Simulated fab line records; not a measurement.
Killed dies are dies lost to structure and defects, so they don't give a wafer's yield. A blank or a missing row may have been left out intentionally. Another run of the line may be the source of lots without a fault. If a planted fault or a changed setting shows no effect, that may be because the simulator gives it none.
Split-lot study / flow sfq-line / 23 wafers read from 5 lots, route of 325 steps

## THE SPLIT
At SFQ_TRILAYER_I6_VIA_LITHO_PEB_172 (peb time 60 s), the setting peb-temp-c was moved away from the recipe's 115 C on 9 of the 23 wafers read, by -3.1% to +1.7%. For the rest of the wafers, this setting stayed at what the recipe calls for.

## SPLIT TO READING: what lies between them in the file, 1 step
- SFQ_TRILAYER_I6_VIA_LITHO_DEVELOP_171: time 60 s

## THE READING
I6.cd-nm (the simulator's own value, which no gauge read), in nm, at SFQ_TRILAYER_I6_VIA_BARC_OPEN_VIA_ETCH_235 (etches BARC in O2, target depth 125 nm, time 41.7 s). The file does not state a usual value for it. Average 699.7 nm, standard deviation 1.2 nm, over the 14 wafers here run with the recipe.

wafer=L076.1; tool, chamber at the split=litho-track-02, 0; peb-temp-c as run, C=115; against the recipe=recipe; I6.cd-nm, nm=699.4; against lot-mates on the recipe=-
wafer=L076.3; tool, chamber at the split=litho-track-02, 0; peb-temp-c as run, C=115; against the recipe=recipe; I6.cd-nm, nm=698.8; against lot-mates on the recipe=-
wafer=L076.5; tool, chamber at the split=litho-track-02, 0; peb-temp-c as run, C=115; against the recipe=recipe; I6.cd-nm, nm=700.9; against lot-mates on the recipe=-
wafer=L077.1; tool, chamber at the split=litho-track-01, 0; peb-temp-c as run, C=117; against the recipe=+1.7%; I6.cd-nm, nm=734.6; against lot-mates on the recipe=+33.1
wafer=L077.2; tool, chamber at the split=litho-track-01, 0; peb-temp-c as run, C=115; against the recipe=recipe; I6.cd-nm, nm=699.9; against lot-mates on the recipe=-
wafer=L077.3; tool, chamber at the split=litho-track-01, 0; peb-temp-c as run, C=115; against the recipe=recipe; I6.cd-nm, nm=703; against lot-mates on the recipe=-
wafer=L077.5; tool, chamber at the split=litho-track-01, 0; peb-temp-c as run, C=117; against the recipe=+1.7%; I6.cd-nm, nm=737.8; against lot-mates on the recipe=+36.3
wafer=L077.6; tool, chamber at the split=litho-track-01, 0; peb-temp-c as run, C=117; against the recipe=+1.7%; I6.cd-nm, nm=734.3; against lot-mates on the recipe=+32.8
wafer=L078.1; tool, chamber at the split=litho-track-03, 0; peb-temp-c as run, C=115; against the recipe=recipe; I6.cd-nm, nm=700.1; against lot-mates on the recipe=-
wafer=L078.2; tool, chamber at the split=litho-track-03, 0; peb-temp-c as run, C=112.1; against the recipe=-2.5%; I6.cd-nm, nm=638.9; against lot-mates on the recipe=-60.7
wafer=L078.3; tool, chamber at the split=litho-track-03, 0; peb-temp-c as run, C=112.1; against the recipe=-2.5%; I6.cd-nm, nm=639.8; against lot-mates on the recipe=-59.8
wafer=L078.5; tool, chamber at the split=litho-track-03, 0; peb-temp-c as run, C=115; against the recipe=recipe; I6.cd-nm, nm=699; against lot-mates on the recipe=-
wafer=L078.6; tool, chamber at the split=litho-track-03, 0; peb-temp-c as run, C=115; against the recipe=recipe; I6.cd-nm, nm=699.7; against lot-mates on the recipe=-
wafer=L083.2; tool, chamber at the split=litho-track-02, 0; peb-temp-c as run, C=111.4; against the recipe=-3.1%; I6.cd-nm, nm=621.9; against lot-mates on the recipe=-77.1
wafer=L083.3; tool, chamber at the split=litho-track-02, 0; peb-temp-c as run, C=111.4; against the recipe=-3.1%; I6.cd-nm, nm=623; against lot-mates on the recipe=-76.0
wafer=L083.4; tool, chamber at the split=litho-track-02, 0; peb-temp-c as run, C=115; against the recipe=recipe; I6.cd-nm, nm=699.8; against lot-mates on the recipe=-
wafer=L083.5; tool, chamber at the split=litho-track-02, 0; peb-temp-c as run, C=115; against the recipe=recipe; I6.cd-nm, nm=699.7; against lot-mates on the recipe=-
wafer=L083.6; tool, chamber at the split=litho-track-02, 0; peb-temp-c as run, C=115; against the recipe=recipe; I6.cd-nm, nm=697.6; against lot-mates on the recipe=-
wafer=L085.1; tool, chamber at the split=litho-track-02, 0; peb-temp-c as run, C=115; against the recipe=recipe; I6.cd-nm, nm=699.1; against lot-mates on the recipe=-
wafer=L085.2; tool, chamber at the split=litho-track-02, 0; peb-temp-c as run, C=116.2; against the recipe=+1.0%; I6.cd-nm, nm=720.8; against lot-mates on the recipe=+21.5
wafer=L085.3; tool, chamber at the split=litho-track-02, 0; peb-temp-c as run, C=115; against the recipe=recipe; I6.cd-nm, nm=699.5; against lot-mates on the recipe=-
wafer=L085.5; tool, chamber at the split=litho-track-02, 0; peb-temp-c as run, C=116.2; against the recipe=+1.0%; I6.cd-nm, nm=719.8; against lot-mates on the recipe=+20.5
wafer=L085.6; tool, chamber at the split=litho-track-02, 0; peb-temp-c as run, C=115; against the recipe=recipe; I6.cd-nm, nm=699.3; against lot-mates on the recipe=-

FIT RESULTS
A straight line over all 23 wafers: I6.cd-nm changes by +23.2 nm for each +1% of peb-temp-c; r = +1.00; the points scatter about the line by 2.3 nm.
The same after taking each lot's own level away (the mean of its wafers on the recipe; 23 wafers): +22.9 nm for each +1%; r = +1.00; scatter 2.5 nm.
Per that fit: largest peb-temp-c move, reading shift of 72 nm.
The lots' own levels span 699.03 to 701.45 nm, that is 2.1 times the standard deviation above.
The two slopes agree, so the slope changes little with the lot-to-lot level.
Check: for one of the wafers moved furthest among these (-3.1%), held out of the fit, the line's prediction against its lot-mates is -72.2 nm. Against them it came out at -77.1 nm.

## OTHER SPLITS ON THESE WAFERS
These wafers also went through other splits before the reading. Each is held against what the fit with the lots' levels taken away leaves over:
other split on the same wafers=SFQ_TRILAYER_C5_LITHO_COAT_156 spin-rpm; wafers away from the commonest value=6; r with I6.cd-nm (lot level and that fit taken away)=-0.34
other split on the same wafers=SFQ_TRILAYER_I6_VIA_LITHO_COAT_169 spin-rpm; wafers away from the commonest value=8; r with I6.cd-nm (lot level and that fit taken away)=-0.09

## THE FILE'S OWN FIT
I6.cd-nm changes by +23.3 nm for each +1% of peb-temp-c, r = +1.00.
